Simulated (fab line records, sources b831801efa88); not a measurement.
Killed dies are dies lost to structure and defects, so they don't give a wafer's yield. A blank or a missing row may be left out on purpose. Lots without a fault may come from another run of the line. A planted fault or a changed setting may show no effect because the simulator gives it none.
fab line records | flow sky130
record lots=6 wafers=18 last_day=49
route steps=708 shown FIELD_ISO@7 NWELL@32 DNWELL@35 PWDE@45 PAD_OPEN@708
lots that met no fault: from a run of the same line without faults
start_h: hours from the record's first day to the start of the lot's first wafer shown | wait_h: hours since the lot's step before | " the same as in the row above | L1.1+2: a row that stands for several wafers | - no value, or no start given | * or withheld: withheld | < > ~ a bound
route shown NAME@n: a module of which the file shows steps, and the number in the route of the first | usual: mean/standard deviation of fault-free wafers | same: alike in all rows | chamber/n: place in a boat | sites: the reading at each site | _std_site: their standard deviation | _edge_site: outer sites' mean less inner sites' | radius_mm: how far each site lies from the wafer's centre | mask NAME#n: copy n | behind: the tool/chamber that last shaped the wafer | hold: why the lot was held/for how many hours/how that ended | device: the transistor (n, p or np) that didn't switch | end of line: the same wafers' tests at the end of the route | a step without rows: its recipe alone | killed: dies lost to structure and defects at the first sort, not the wafer's yield | map: a wafer's dies, x killed, . not, _ none there
set.NAME: the setting as run; set.NAME@STEP: as run at that earlier step | model.NAME: the simulator's own value behind a step, which no gauge read
lots at some steps of the route; a table a step, a row a wafer
services: from which hour (start_h, from the record's first day; less than 0 if before it) a tool's chamber was out of use, for how many hours, and why
## steps
# step SKY_FIELD_ISO_HMDS_06
# recipe prime_time_s=60 prime_temp_c=120
# step SKY_FIELD_ISO_COAT_07
# recipe resist=BARC temp_c=withheld time_s=withheld spin_rpm=3000 resist_thk_nm=60
# step SKY_FIELD_ISO_COAT_08
# recipe resist=KrF-thick spin_rpm=3000 resist_thk_nm=450
# step SKY_FIELD_ISO_SOFTBAKE_09
# recipe temp_c=101 time_s=90 resist=KrF-thick
# step SKY_FIELD_ISO_EXPOSE_10
# recipe mask_id=FOM na=0.68 source_shape=annular sigma_inner=0.4 sigma_outer=0.8 target_cd_nm=150 dose_mj=28
# step SKY_FIELD_ISO_PEB_11
# recipe peb_temp_c=withheld peb_time_s=withheld resist=KrF-thick
# step SKY_FIELD_ISO_DEVELOP_12
# recipe develop_time_s=60 resist=KrF-thick dev_temp_c=21
# step SKY_FIELD_ISO_CD_MEAS_13
# recipe target_cd_nm=150
# usual cd_nm=150.3/1.3
# columns lot.wafer tool chamber start_h wait_h cd_nm
L925.2 cd_sem-02 - 34.38 - 150.5
L925.3 " - " " 151.4
L925.5 " - " " 152.6
L927.2 cd_sem-01 - 43.63 - 150.5
L927.3 " - " " 149.8
L927.4 " - " " 150.6
L930.1 cd_sem-01 - 61.06 - 149.7
L930.3 " - " " 148.7
L930.6 " - " " 147.6
L933.1 cd_sem-01 - 78.66 - 151.1
L933.2 " - " " 152.8
L933.6 " - " " 151.6
L941.1 cd_sem-01 - 120.50 - 149.7
L941.2 " - " " 150.1
L941.4 " - " " 150.1
L942.1 cd_sem-01 - 126.50 - 149.2
L942.4 " - " " 148.9
L942.5 " - " " 147.7
# step SKY_FIELD_ISO_ETCH_14
# recipe chemistry=N2/H2 target=BARC ion_energy_ev=200 source_w=500 bias_w=100 pressure_mtorr=30 n2_flow_sccm=100 h2_flow_sccm=200 stop_on=SiO2 time_s=45.9 target_depth_a=600
# usual drypump_motor_current_A=5.7/0.31 oes_product_au=0.855/0.0043 throttle_valve_pct=13.224/0.0084
# columns lot.wafer tool chamber start_h wait_h drypump_motor_current_A oes_product_au rf_hours_counter_h throttle_valve_pct
L925.2 rie_diel-04 2 34.48 0.1 5.9 0.856 1 13.222
L925.3 " 1 " " 5.4 0.858 113 13.226
L925.5 " 0 " " 6.3 0.854 - 13.218
L927.2 rie_diel-02 2 43.73 0.1 5.2 0.852 100 13.217
L927.3 " 3 " " 5.6 0.848 117 13.231
L927.4 " 1 " " 5.4 0.857 137 13.216
L930.1 rie_diel-01 3 61.18 0.1 5.4 0.855 99 13.219
L930.3 " 2 " " 6.0 0.854 99 13.218
L930.6 " 0 " " 5.5 0.854 - 13.212
L933.1 rie_diel-04 3 78.78 0.1 5.7 0.863 43 13.214
L933.2 " 0 " " 6.3 0.852 68 13.216
L933.6 " 1 " " 5.4 0.854 - 13.227
L941.1 rie_diel-01 0 120.62 0.1 5.5 0.855 64 13.234
L941.2 " 2 " " 6.0 0.853 100 13.212
L941.4 " 3 " " 5.4 0.853 100 13.220
L942.1 rie_diel-01 1 126.62 0.1 5.7 0.846 1 13.235
L942.4 " 3 " " 5.4 0.858 100 13.227
L942.5 " 1 " " 5.7 0.857 - 13.219
# step SKY_FIELD_ISO_ETCH_15
# recipe chemistry=CHF3/O2 target_depth_nm=180 stop_on=Si source_w=600 bias_w=200 pressure_mtorr=40 chf3_flow_sccm=50 O2_flow_sccm=5 time_s=72
# step SKY_FIELD_ISO_STRIP_16
# recipe chemistry=O2/N2 power_w=1400 pressure_mtorr=1500 platen_temp_c=withheld o2_flow_sccm=3000 n2_flow_sccm=300 overash_fraction=0.5
# usual drypump_motor_current_A=6.0/0.35 o2_flow_sccm=3000/9 oes_product_au=0.377/0.0045 strip_time_to_endpoint_s=3.54/0.044
# columns lot.wafer tool chamber start_h wait_h drypump_motor_current_A o2_flow_sccm oes_product_au rf_hours_counter_h strip_time_to_endpoint_s
L925.2 plasma_asher-02 1 34.58 0.0 5.6 2994 0.381 37 3.56
L925.3 " 0 " " 6.1 2986 0.378 - 3.62
L925.5 " 0 " " 6.1 2997 0.379 - 3.67
L927.2 plasma_asher-02 0 43.83 0.0 6.0 3001 0.381 38 3.50
L927.3 " 0 " " 6.1 3011 0.374 - 3.48
L927.4 " 1 " " 5.6 3001 0.387 - 3.53
L930.1 plasma_asher-02 1 61.28 0.0 5.7 3003 0.378 40 3.55
L930.3 " 0 " " 6.0 3011 0.379 - 3.55
L930.6 " 1 " " 5.6 3001 0.380 - 3.54
L933.1 plasma_asher-03 1 78.88 0.0 6.1 3002 0.379 39 3.54
L933.2 " 0 " " 5.5 2997 0.381 39 3.57
L933.6 " 0 " " 5.5 2997 0.381 - 3.58
L941.1 plasma_asher-01 1 120.72 0.0 5.9 3005 0.382 0 3.50
L941.2 " 0 " " 6.7 2998 0.378 0 3.55
L941.4 " 1 " " 5.9 2988 0.377 - 3.52
L942.1 plasma_asher-01 1 126.72 0.0 5.9 3010 0.377 1 3.57
L942.4 " 0 " " 6.7 3015 0.373 - 3.49
L942.5 " 1 " " 5.9 3018 0.380 - 3.58
# step SKY_FIELD_ISO_ETCH_17
# recipe target_depth_a=3420 mask_material=Si3N4 chemistry=HBr/Cl2/O2 target=Si taper_deg=5 icp_w=600 bias_w=150 pressure_mtorr=15 HBr_flow_sccm=150 Cl2_flow_sccm=40 O2_flow_sccm=6 time_s=97.7
# usual drypump_motor_current_A=5.55/0.27 oes_product_au=1.002/0.0094 throttle_valve_pct=25.655/0.01
# columns lot.wafer tool chamber start_h wait_h drypump_motor_current_A oes_product_au rf_hours_counter_h throttle_valve_pct
L925.2 rie_si-02 2 34.68 0.1 5.63 0.987 7 25.667
L925.3 " 0 " " 6.08 1.008 137 25.661
L925.5 " 2 " " 5.58 0.978 - 25.670
L927.2 rie_si-02 0 43.93 0.1 6.08 1.006 137 25.658
L927.3 " 3 " " 5.37 0.994 24 25.651
L927.4 " 2 " " 5.60 0.999 - 25.664
L930.1 rie_si-02 3 61.38 0.1 5.38 1.008 25 25.647
L930.3 " 1 " " 5.64 0.989 0 25.675
L930.6 " 3 " " 5.39 1.000 - 25.643
L933.1 rie_si-02 1 78.98 0.1 5.62 1.000 0 25.649
L933.2 " 3 " " 5.37 0.997 25 25.644
L933.6 " 0 " " 6.07 0.994 - 25.658
L941.1 rie_si-01 1 120.82 0.1 5.36 1.003 56 25.662
L941.2 " 0 " " 5.16 1.001 159 25.670
L941.4 " 1 " " 5.37 1.010 - 25.646
L942.1 rie_si-02 2 126.82 0.1 5.63 1.001 7 25.652
L942.4 " 1 " " 5.62 0.994 1 25.662
L942.5 " 1 " " 5.62 0.991 - 25.673
# step SKY_FIELD_ISO_WET_ETCH_18
# recipe chemistry=H3PO4 target_depth_nm=25 temp_c=160 target=Si3N4 time_s=286
# usual bath_heat_duty_pct=28.3/2.6
# columns lot.wafer tool chamber start_h wait_h bath_heat_duty_pct
L925.2 wet_bench-04 0 34.75 0.0 26.5
L925.3 " 0 " " 29.2
L925.5 " 0 " " 26.5
L927.2 wet_bench-04 3 44.00 0.0 26.5
L927.3 " 3 " " 28.5
L927.4 " 3 " " 27.7
L930.1 wet_bench-01 2 61.45 0.0 31.8
L930.3 " 2 " " 31.3
L930.6 " 2 " " 30.6
L933.1 wet_bench-02 1 79.05 0.0 29.5
L933.2 " 1 " " 30.1
L933.6 " 1 " " 28.9
L941.1 wet_bench-02 3 120.89 0.0 27.2
L941.2 " 3 " " 26.1
L941.4 " 3 " " 27.1
L942.1 wet_bench-02 0 126.89 0.0 28.3
L942.4 " 0 " " 27.8
L942.5 " 0 " " 27.1
# step SKY_FIELD_ISO_CLEAN_19
# recipe chemistry=SC1/SC2 mix=1:4:20 temp_c=70 time_s=150
# step SKY_FIELD_ISO_CLEAN_20
# recipe chemistry=dHF time_s=20 dilution=100:1
# step SKY_FIELD_ISO_WET_ETCH_21
# recipe chemistry=dHF dilution=100:1 target_depth_nm=20 dry=ipa_marangoni target=SiO2 temp_c=25 time_s=400
# step SKY_FIELD_ISO_OXIDATION_22
# recipe temp_c=950 ambient=O2 stabilise_s=600 purge_s=300 target_thk_a=100 ox_time_s=623
# step SKY_FIELD_ISO_THK_MEAS_23
# recipe reads=SiO2_of_FIELD_ISO_OXIDATION_22
# usual FIELD_ISO_OXIDATION_01_THK=9.98/0.17
# columns lot.wafer tool chamber start_h wait_h FIELD_ISO_OXIDATION_01_THK[nm]
L925.2 film_metro-03 - 36.21 0.0 9.65
L925.3 " - " " 9.75
L925.5 " - " " 9.58
L927.2 film_metro-01 - 45.46 0.0 9.96
L927.3 " - " " 9.92
L927.4 " - " " 9.88
L930.1 film_metro-03 - 62.90 0.0 10.26
L930.3 " - " " 10.22
L930.6 " - " " 10.18
L933.1 film_metro-03 - 80.52 0.0 9.93
L933.2 " - " " 9.92
L933.6 " - " " 10.10
L941.1 film_metro-03 - 123.52 0.0 9.67
L941.2 " - " " 9.76
L941.4 " - " " 9.92
L942.1 film_metro-02 - 128.78 0.0 10.09
L942.4 " - " " 10.03
L942.5 " - " " 9.96
# step SKY_FIELD_ISO_CVD_24
# recipe material=SiO2 target_thk_nm=595 temp_c=650 sigma_open_frac=0.3 time_s=99.2 sih4_flow_sccm=60 pressure_mtorr=6
# step SKY_FIELD_ISO_THK_MEAS_25
# recipe reads=SiO2_of_FIELD_ISO_CVD_24
# usual FIELD_ISO_CVD_24_THK=599/8.8
# columns lot.wafer tool chamber start_h wait_h FIELD_ISO_CVD_24_THK[nm]
L925.2 film_metro-02 - 36.34 0.0 600
L925.3 " - " " 604
L925.5 " - " " 600
L927.2 film_metro-03 - 45.59 0.0 611
L927.3 " - " " 605
L927.4 " - " " 615
L930.1 film_metro-03 - 63.14 0.1 599
L930.3 " - " " 606
L930.6 " - " " 616
L933.1 film_metro-01 - 80.65 0.0 597
L933.2 " - " " 608
L933.6 " - " " 598
L941.1 film_metro-01 - 123.66 0.0 599
L941.2 " - " " 592
L941.4 " - " " 607
L942.1 film_metro-03 - 128.93 0.1 600
L942.4 " - " " 603
L942.5 " - " " 607
# step SKY_FIELD_ISO_ANNEAL_26
# recipe temp_c=1000 time_s=1800 ambient=N2
# step SKY_FIELD_ISO_CMP_27
# recipe stop_on=Si3N4 t_overpolish_s=16 down_force_psi=4 platen_rpm=60 target_thk_nm=457.8 pad_velocity_m_s=0.94248
# usual motor_current_A=11.2/1 overpolish_run_s=16.000/0.0095 time_to_endpoint_s=114/5.1
# columns lot.wafer tool chamber start_h wait_h motor_current_A overpolish_run_s time_to_endpoint_s
L925.3 cmp-01 0 38.87 0.0 10.8 16.011 110
L925.2 " 1 " " 9.7 15.999 119
L925.5 " 0 " " 10.1 15.998 114
L927.3 cmp-01 0 48.13 0.0 10.9 15.983 115
L927.2 " 2 " " 13.0 16.003 119
L927.4 " 3 " " 11.2 16.003 122
L930.3 cmp-02 1 68.38 3.7 11.8 15.998 111
L930.1 " 2 " " 11.8 16.001 109
L930.6 " 0 " " 10.6 16.011 111
L933.1 cmp-02 0 82.21 0.0 11.1 15.996 109
L933.2 " 2 " " 12.4 15.997 113
L933.6 " 1 " " 12.6 15.988 115
L941.4 cmp-01 1 126.52 0.0 9.6 16.010 120
L941.2 " 2 " " 12.4 15.984 113
L941.1 " 3 " " 10.6 16.015 122
L942.1 cmp-02 1 130.91 0.1 11.7 16.002 112
L942.4 " 2 " " 12.2 15.999 113
L942.5 " 3 " " 12.0 15.994 115
# step SKY_FIELD_ISO_WET_ETCH_28
# recipe chemistry=dHF target_depth_nm=23.7 target=SiO2 dilution=10:1 temp_c=25 time_s=47
# step SKY_FIELD_ISO_WET_ETCH_29
# recipe chemistry=H3PO4 target_depth_nm=160 target=Si3N4 temp_c=160 time_s=1825
# step SKY_FIELD_ISO_WET_ETCH_30
# recipe chemistry=dHF target_depth_nm=25 target=SiO2 dilution=10:1 temp_c=25 time_s=48.24
# step SKY_NWELL_CLEAN_00
# recipe chemistry=SC1/SC2 mix=1:4:20 temp_c=70 time_s=150 dry=n2_spin
# step SKY_NWELL_OXIDATION_01
# recipe temp_c=900 ambient=O2 stabilise_s=600 purge_s=300 target_thk_a=100 ox_time_s=1418
# step SKY_NWELL_THK_MEAS_02
# recipe reads=SiO2_of_NWELL_OXIDATION_01
# usual NWELL_OXIDATION_THK=10.05/0.17
# columns lot.wafer tool chamber start_h wait_h NWELL_OXIDATION_THK[nm]
L925.2 film_metro-03 - 42.13 0.0 10.08
L925.3 " - " " 10.04
L925.5 " - " " 9.93
L927.2 film_metro-03 - 51.40 0.0 9.90
L927.3 " - " " 9.83
L927.4 " - " " 9.77
L930.1 film_metro-02 - 71.03 0.0 10.10
L930.3 " - " " 10.29
L930.6 " - " " 10.23
L933.1 film_metro-03 - 85.78 0.0 9.98
L933.2 " - " " 10.05
L933.6 " - " " 9.87
L941.1 film_metro-02 - 129.31 0.0 9.91
L941.2 " - " " 10.03
L941.4 " - " " 10.12
L942.1 film_metro-02 - 134.47 0.0 10.11
L942.4 " - " " 10.01
L942.5 " - " " 10.06
# step SKY_DNWELL_DEHYDRATE_00
# recipe temp_c=200 time_s=60
# step SKY_DNWELL_HMDS_01
# recipe prime_time_s=60 prime_temp_c=120
# step SKY_DNWELL_COAT_02
# recipe spin_rpm=2000 resist_thk_nm=3000
# step SKY_DNWELL_SOFTBAKE_03
# recipe temp_c=110 time_s=withheld
# step SKY_DNWELL_EXPOSE_04
# recipe mask_id=DNM na=0.57 target_cd_nm=3000 dose_mj=222
# step SKY_DNWELL_PEB_05
# recipe temp_c=115 time_s=withheld
# step SKY_DNWELL_DEVELOP_06
# recipe wall_angle_deg=90 developer=TMAH develop_time_s=60 dev_temp_c=23
# step SKY_DNWELL_IMPLANT_07
# recipe species=P energy_kev=withheld dose_cm2=withheld tilt_deg=withheld
# step SKY_DNWELL_STRIP_08
# recipe chemistry=O2/N2 power_w=1400 pressure_mtorr=1500 platen_temp_c=withheld o2_flow_sccm=3000 n2_flow_sccm=300 overash_fraction=0.5
# usual drypump_motor_current_A=6.0/0.44 o2_flow_sccm=3001/9.2 oes_product_au=0.722/0.0046 strip_time_to_endpoint_s=36.93/0.11
# columns lot.wafer tool chamber start_h wait_h drypump_motor_current_A o2_flow_sccm oes_product_au rf_hours_counter_h strip_time_to_endpoint_s
L925.2 plasma_asher-02 1 56.80 0.1 5.7 3009 0.722 40 36.90
L925.3 " 0 " " 6.1 2998 0.726 - 37.05
L925.5 " 0 " " 6.1 3007 0.721 - 36.96
L927.2 plasma_asher-02 1 67.25 0.1 5.6 3012 0.719 41 36.94
L927.3 " 1 " " 5.6 3000 0.724 - 36.89
L927.4 " 0 " " 6.1 2999 0.724 - 36.98
L930.1 plasma_asher-04 0 88.15 0.1 5.4 3014 0.715 25 36.95
L930.3 " 1 " " 6.3 2995 0.717 - 36.93
L930.6 " 1 " " 6.4 3006 0.730 - 36.97
L933.1 plasma_asher-01 0 102.60 0.1 6.7 3003 0.725 44 36.98
L933.2 " 1 " " 5.9 2995 0.719 44 36.87
L933.6 " 0 " " 6.7 3001 0.709 - 36.84
L941.1 plasma_asher-01 0 147.30 0.1 6.7 2997 0.722 3 36.88
L941.2 " 1 " " 5.9 3022 0.739 3 36.84
L941.4 " 1 " " 5.9 3003 0.727 - 36.95
L942.1 plasma_asher-01 1 154.00 0.1 5.9 3008 0.720 4 36.68
L942.4 " 1 " " 5.9 3011 0.726 - 36.93
L942.5 " 1 " " 5.9 3015 0.717 - 36.93
# step SKY_DNWELL_TW_MEAS_09
# usual DNWELL_TW=1125/7.4
# columns lot.wafer tool chamber start_h wait_h DNWELL_TW
L925.2 film_metro-03 - 56.91 0.1 1133
L925.3 " - " " 1133
L925.5 " - " " 1133
L927.2 film_metro-03 - 67.36 0.1 1137
L927.3 " - " " 1132
L927.4 " - " " 1136
L930.1 film_metro-03 - 88.25 0.1 1135
L930.3 " - " " 1135
L930.6 " - " " 1130
L933.1 film_metro-03 - 102.70 0.1 1117
L933.2 " - " " 1114
L933.6 " - " " 1114
L941.1 film_metro-02 - 147.40 0.1 1129
L941.2 " - " " 1129
L941.4 " - " " 1129
L942.1 film_metro-03 - 154.10 0.1 1121
L942.4 " - " " 1119
L942.5 " - " " 1123
# step SKY_PWDE_DEHYDRATE_00
# recipe temp_c=200 time_s=60
# step SKY_PWDE_HMDS_01
# recipe prime_time_s=60 prime_temp_c=120
# step SKY_PWDE_COAT_02
# recipe spin_rpm=2000 resist_thk_nm=3000
# step SKY_PWDE_SOFTBAKE_03
# recipe temp_c=110 time_s=withheld
# step SKY_PAD_OPEN_PROBE_99
# usual killed_at_M0_to_M3=44/7.2 killed_at_M4_up=3.1/1.8 killed_at_contacts=25/5.2 killed_at_front_end=15/3.9 killed_at_other=0.2/0.5 killed_dies=86/9.5 killed_open=47/7.3 killed_short=40/6
# same gross_dies=492 killed_at_back_side=0
# columns lot.wafer tool chamber start_h wait_h killed_at_M0_to_M3 killed_at_M4_up killed_at_contacts killed_at_front_end killed_at_other killed_dies killed_open killed_short
L925.2 prober-02 - 1075.77 0.1 35 1 13 15 0 64 37 27
L925.3 prober-02 - 1075.82 0.2 43 5 22 13 0 83 40 43
L925.5 prober-02 - 1075.92 0.2 53 2 24 14 1 94 51 43
L930.1 prober-02 - 1118.77 0.1 41 2 15 16 1 75 42 33
L930.3 prober-02 - 1118.87 0.2 39 5 19 17 0 80 40 40
L930.6 prober-02 - 1119.02 0.2 39 1 21 13 0 74 44 30
L933.1 prober-02 - 1134.49 0.1 49 1 19 14 0 83 52 31
L933.2 prober-02 - 1134.54 0.1 49 2 15 10 0 76 38 38
L933.6 prober-02 - 1134.74 0.2 38 3 32 15 2 90 40 50
L941.1 prober-02 - 1175.72 0.1 43 6 21 85 0 155 53 33
L941.2 prober-02 - 1175.77 0.1 36 4 23 81 0 144 39 38
L941.4 prober-02 - 1175.87 0.2 30 2 34 83 0 149 44 41
L942.1 prober-01 - 1178.12 0.1 36 0 30 68 0 134 47 30
L942.4 prober-01 - 1178.27 0.2 42 1 15 68 0 126 41 32
L942.5 prober-01 - 1178.32 0.2 33 2 29 73 1 138 43 35
# killed by level:class
L925.2 VIA1:geometric_particle:open=8 FIELD_ISO:geometric_particle:open=6 POLY_GATE:geometric_particle:open=5 CONTACT:geometric_particle:open=5 METAL2:geometric_particle:short=5 VIA3:geometric_particle:open=5 CONTACT:geometric_particle:short=4 VIA3:geometric_particle:short=4
L925.3 LI_CONTACT:geometric_particle:open=10 VIA1:geometric_particle:open=9 METAL3:geometric_particle:short=7 LOCAL_INTERCONNECT:geometric_particle:short=6 METAL2:geometric_particle:short=6 VIA3:geometric_particle:open=5 FIELD_ISO:geometric_particle:short=4 POLY_GATE:geometric_particle:open=4
L925.5 CONTACT:geometric_particle:open=9 VIA2:geometric_particle:open=9 VIA1:geometric_particle:open=9 LOCAL_INTERCONNECT:geometric_particle:short=6 METAL1:geometric_particle:short=6 VIA3:geometric_particle:open=6 VIA1:geometric_particle:short=5 METAL2:geometric_particle:open=5
L930.1 FIELD_ISO:geometric_particle:open=7 LI_CONTACT:geometric_particle:open=6 VIA1:geometric_particle:short=6 VIA1:geometric_particle:open=6 VIA2:geometric_particle:open=6 CONTACT:geometric_particle:open=5 METAL2:geometric_particle:short=5 VIA3:geometric_particle:open=5
L930.3 VIA1:geometric_particle:open=11 CONTACT:geometric_particle:open=8 VIA2:geometric_particle:open=8 FIELD_ISO:geometric_particle:short=5 LI_CONTACT:geometric_particle:open=5 VIA1:geometric_particle:short=5 METAL3:geometric_particle:short=4 METAL1:geometric_particle:short=4
L930.6 VIA3:geometric_particle:open=8 VIA1:geometric_particle:open=7 LI_CONTACT:geometric_particle:open=6 LOCAL_INTERCONNECT:geometric_particle:short=6 CONTACT:geometric_particle:short=5 METAL1:geometric_particle:short=5 FIELD_ISO:geometric_particle:open=4 CONTACT:geometric_particle:open=4
L933.1 VIA1:geometric_particle:open=9 LI_CONTACT:geometric_particle:open=7 METAL1:geometric_particle:short=7 VIA3:geometric_particle:open=7 VIA2:geometric_particle:open=7 POLY_GATE:geometric_particle:open=6 CONTACT:geometric_particle:open=6 LOCAL_INTERCONNECT:geometric_particle:short=4
L933.2 METAL2:geometric_particle:short=11 VIA2:geometric_particle:open=11 VIA1:geometric_particle:open=7 CONTACT:geometric_particle:open=6 METAL1:geometric_particle:short=5 VIA3:geometric_particle:open=4 FIELD_ISO:geometric_particle:short=3 LI_CONTACT:geometric_particle:open=3
L933.6 CONTACT:geometric_particle:short=10 METAL1:geometric_particle:short=9 CONTACT:geometric_particle:open=8 VIA1:geometric_particle:open=7 POLY_GATE:geometric_particle:open=6 LOCAL_INTERCONNECT:geometric_particle:short=6 METAL2:geometric_particle:short=5 FIELD_ISO:geometric_particle:open=4
L941.1 FIELD_ISO:unspecified=67 CONTACT:geometric_particle:open=9 VIA1:geometric_particle:open=9 VIA2:geometric_particle:open=7 FIELD_ISO:geometric_particle:open=5 LI_CONTACT:geometric_particle:open=5 METAL1:geometric_particle:short=5 VIA1:geometric_particle:short=5
L941.2 FIELD_ISO:unspecified=67 CONTACT:geometric_particle:open=12 VIA3:geometric_particle:open=7 VIA1:geometric_particle:open=7 FIELD_ISO:geometric_particle:open=5 VIA3:geometric_particle:short=5 CONTACT:geometric_particle:short=4 VIA1:geometric_particle:short=4
L941.4 FIELD_ISO:unspecified=62 VIA1:geometric_particle:open=9 CONTACT:geometric_particle:short=8 LOCAL_INTERCONNECT:geometric_particle:short=7 POLY_GATE:geometric_particle:open=7 LI_CONTACT:geometric_particle:open=7 CONTACT:geometric_particle:open=6 VIA3:geometric_particle:open=6
L942.1 FIELD_ISO:unspecified=57 VIA2:geometric_particle:open=10 CONTACT:geometric_particle:open=10 VIA1:geometric_particle:open=8 LOCAL_INTERCONNECT:geometric_particle:short=7 METAL1:geometric_particle:short=7 LI_CONTACT:geometric_particle:open=6 FIELD_ISO:geometric_particle:open=5
L942.4 FIELD_ISO:unspecified=53 VIA2:geometric_particle:open=6 LI_CONTACT:geometric_particle:open=6 VIA1:geometric_particle:open=5 VIA1:geometric_particle:short=5 VIA3:geometric_particle:open=5 METAL2:geometric_particle:short=4 POLY_GATE:geometric_particle:short=4
L942.5 FIELD_ISO:unspecified=60 CONTACT:geometric_particle:open=11 METAL1:geometric_particle:short=10 VIA1:geometric_particle:open=9 LI_CONTACT:geometric_particle:open=6 LOCAL_INTERCONNECT:geometric_particle:short=6 POLY_GATE:geometric_particle:short=4 LI_CONTACT:geometric_particle:short=3
# map L941.1 (x killed, . not)
__________xx...xx.x._________
________.xxxxx.xx..x.._______
______.xxxxxxxx....x..xx_____
_____xxxxxxxxxxx.....xx..____
____xxxxxxxxxxxx..x.......___
___.x.xxxxxxxxxxx.xx.......__
__.x.xxxxxxxxxx..x...xx....._
_.x.xxxxxxxxxx.x..x..........
_....xx..x..xx....x.x........
_......x....x...xx.x..xx..x..
_........x..x......x.....xx..
_....x..x..........x.xx.....x
_..x..............x.....xx...
_......xx.......x..xxx....x..
_..........................xx
__........x......x.....xx..._
___x........x....x..x.....x__
____......x...xx....x.x..x___
_____.x......x..x........____
______x....x........x..x_____
________.............._______
__________.x..x...x._________
# map L942.5 (x killed, . not)
__________..x..x...x_________
________........x..x.x_______
______xxxx.x..........x._____
_____xxxxxx.x.....x......____
____xxxxxxx..xx..xx..x....___
___xxxxxxxx...xx......x.x..__
__xxxxxxxxxx...x.x....x....._
_.xxxxxxxxxx..x.x.x......xx..
_xxxxxxxxxxx.xx.......x..x...
_..xxxxxx....x....x.........x
_...xx..................x....
_x.....x.....................
_......x......x....x.........
_..x.x...x................xxx
_............x.x......x..xx..
__x.x.......x..............._
___.........x.....x....xx..__
____....x.................___
_____.xxx..x............x____
______......x..x...x...._____
________x...x..x......_______
__________..x.x.x.x._________
## services
# columns tool chamber start_h hours kind
rie_diel-01 1 15.02 22.9 repair
rie_diel-01 - 23.56 0.7 repair
cmp-01 - 29.49 0.7 repair
rie_si-02 1 32.98 - clean
rie_si-02 1 32.98 15.4 scheduled_down
rie_si-02 1 32.98 15.4 vent_cycle
cmp-02 - 33.55 17.6 pm
rie_diel-01 0 37.39 16.4 repair
cmp-01 - 51.45 3.6 pm
cmp-01 - 57.78 14.3 pm
cmp-02 - 64.28 4.0 pm
rie_si-02 - 68.55 0.1 repair
rie_diel-04 0 73.19 4.5 repair
rie_diel-04 2 74.52 13.5 repair
plasma_asher-02 - 92.35 0.8 repair
plasma_asher-01 - 108.75 9.0 pm
plasma_asher-01 0 108.75 9.0 vent_cycle
plasma_asher-01 1 108.75 9.0 vent_cycle
rie_diel-04 - 110.12 1.1 repair
plasma_asher-01 0 117.75 - clean
plasma_asher-01 1 117.75 - clean
cmp-01 - 138.42 0.6 repair
rie_si-01 0 145.85 8.7 repair
wet_bench-02 - 150.64 1.9 pm
## key
first_sign step=SKY_PAD_OPEN_PROBE_99 reading=killed_at_front_end direction=up sigmas=16 usual=15 struck=76
effect step=SKY_PAD_OPEN_PROBE_99 reading=killed_dies direction=up sigmas=5.7 usual=86 struck=141
met_at SKY_FIELD_ISO_WET_ETCH_18
struck_wafers L941.1,L941.2,L941.4,L942.1,L942.4,L942.5
tester_left_out L941,L942
onset_between 79.05 120.89
also_fits time
fault kind=chamber_particle_source tool=wet_bench-02 chamber=- onset_h=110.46 steps=SKY_FIELD_ISO_WET_ETCH_18 rate_per_visit_cm2=1.8876 end_h=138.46
# tester_left_out: of these lots the tester's yield and bins aren't shown, on N5 and GAA mostly nor the transistor test; their killed dies are dies lost to structure and defects alone, not to doping, threshold or leakage, so they don't give the yield
